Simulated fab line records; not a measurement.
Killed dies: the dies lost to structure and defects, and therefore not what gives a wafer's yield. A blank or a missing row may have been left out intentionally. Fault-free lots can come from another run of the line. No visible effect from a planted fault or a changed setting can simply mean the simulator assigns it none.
Split-lot experiment | flow gf180mcu | route with 602 steps; 5 lots, 23 wafers read

SPLIT DETAILS
At GF_SAB_COAT_04 (resist thk 1000 nm), the setting resistThkNm was moved away from the recipe's 1000 nm on 6 of the 23 wafers read, by -4.8% to +6.0%. This setting was run at the recipe's value on the other wafers.

FROM THE SPLIT TO THE READING: what the file shows between them, 4 steps
- GF_SAB_SOFTBAKE_05: time 60 s
- GF_SAB_EXPOSE_06: exposes mask SAB, target cd 420 nm
- GF_SAB_PEB_07
- GF_SAB_DEVELOP_08: develop time 60 s

THE READING
Shown in nm: cdNm at GF_SAB_CD_MEAS_09, with target cd 420 nm. A value of 419.3 nm with a standard deviation of 1.9 nm is what fault-free wafers of this fab line usually give.

wafer  | tool, chamber at the split | resistThkNm as run, nm | against the recipe | cdNm, nm | against lot-mates on the recipe
L075.1 | lithoTrack-02, 0           | 1000                   | recipe             | 418.7    | -
L075.2 | lithoTrack-02, 0           | 1000                   | recipe             | 418.1    | -
L075.3 | lithoTrack-02, 0           | 952                    | -4.8%              | 415.4    | -3.4
L075.5 | lithoTrack-02, 0           | 1000                   | recipe             | 419.7    | -
L075.6 | lithoTrack-02, 0           | 952                    | -4.8%              | 413.7    | -5.1
L077.1 | lithoTrack-03, 0           | 1000                   | recipe             | 422.3    | -
L077.2 | lithoTrack-03, 0           | 1060                   | +6.0%              | 426.5    | +4.7
L077.4 | lithoTrack-03, 0           | 1060                   | +6.0%              | 427.3    | +5.5
L077.5 | lithoTrack-03, 0           | 1000                   | recipe             | 421.6    | -
L077.6 | lithoTrack-03, 0           | 1000                   | recipe             | 421.4    | -
L076.1 | lithoTrack-03, 0           | 1030                   | +3.0%              | 421.7    | +3.6
L076.2 | lithoTrack-03, 0           | 1000                   | recipe             | 417.7    | -
L076.3 | lithoTrack-03, 0           | 1000                   | recipe             | 417.8    | -
L076.4 | lithoTrack-03, 0           | 1000                   | recipe             | 418.7    | -
L076.5 | lithoTrack-03, 0           | 1030                   | +3.0%              | 420.2    | +2.1
L082.1 | lithoTrack-01, 0           | 1000                   | recipe             | 423.7    | -
L082.2 | lithoTrack-01, 0           | 1000                   | recipe             | 423.2    | -
L082.5 | lithoTrack-01, 0           | 1000                   | recipe             | 422.7    | -
L084.1 | lithoTrack-01, 0           | 1000                   | recipe             | 416.1    | -
L084.2 | lithoTrack-01, 0           | 1000                   | recipe             | 418.6    | -
L084.3 | lithoTrack-01, 0           | 1000                   | recipe             | 418.4    | -
L084.5 | lithoTrack-01, 0           | 1000                   | recipe             | 418.1    | -
L084.6 | lithoTrack-01, 0           | 1000                   | recipe             | 417.5    | -

FIT RESULTS
A straight line over all 23 wafers: cdNm changes by +1.06 nm for each +1% of resistThkNm; r = +0.78; the points scatter about the line by 2.2 nm.
The same after taking each lot's own level away (the mean of its wafers on the recipe; 23 wafers): +0.882 nm for each +1%; r = +0.96; scatter 0.69 nm.
The reading moves by 5.3 nm for the largest change in resistThkNm, on that fit.
Measured against the standard deviation above, the lots' own levels, which go from 417.74 to 423.20 nm, span 2.9 times it.
So the lot-to-lot level blurs the effect unless lot-mates are compared.
Check: +5.51 nm against its lot-mates is what the line predicts for one of the wafers moved furthest among these (+6.0%) when that wafer is left out of the fit. It came out at +4.73 nm against them.

THE OTHER SPLITS THESE WAFERS WENT THROUGH
Note: prior to the reading, these wafers also went through further splits. Each is held against what the fit with the lots' levels taken away leaves over:
other split on the same wafers     | wafers away from the commonest value | r with cdNm (lot level and that fit taken away)
GF_DNWELL_STRIP_08 platenTempC     | 11                                   | -0.20
GF_NWELL_IMPLANT_08 energyKev      | 5                                    | -0.04
GF_MVPSD_IMPLANT_08 doseCm2        | 10                                   | -0.12
GF_VT_IMPLANT_STRIP_20 powerW      | 10                                   | +0.07
GF_VT_IMPLANT_IMPLANT_30 energyKev | 11                                   | +0.20
GF_VT_IMPLANT_IMPLANT_41 doseCm2   | 5                                    | -0.05
GF_HV_LDD_SOFTBAKE_15 tempC        | 10                                   | -0.35
GF_HV_LDD_IMPLANT_21 doseCm2       | 8                                    | +0.04
GF_HV_LDD_ETCHBACK_58 timeS        | 4                                    | -0.40
GF_PSD_DEVELOP_06 devTempC         | 5                                    | -0.13

THE WHOLE CHAIN: every reading that the file lists as answering this split, in the file's order
step              | what it does       | reading                                                                       | change (the file's fit)               | r (the file's)
GF_SAB_COAT_04    | resist thk 1000 nm | NOVOLAK_of_SAB_COAT_04.thkNm (the simulator's own value, which no gauge read) | +10.2 nm for each +1% of the setting  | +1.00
GF_SAB_CD_MEAS_09 | target cd 420 nm   | cdNm                                                                          | +0.886 nm for each +1% of the setting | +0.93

FILE'S OWN FIT
cdNm changes by +0.886 nm for each +1% of resistThkNm, r = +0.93.
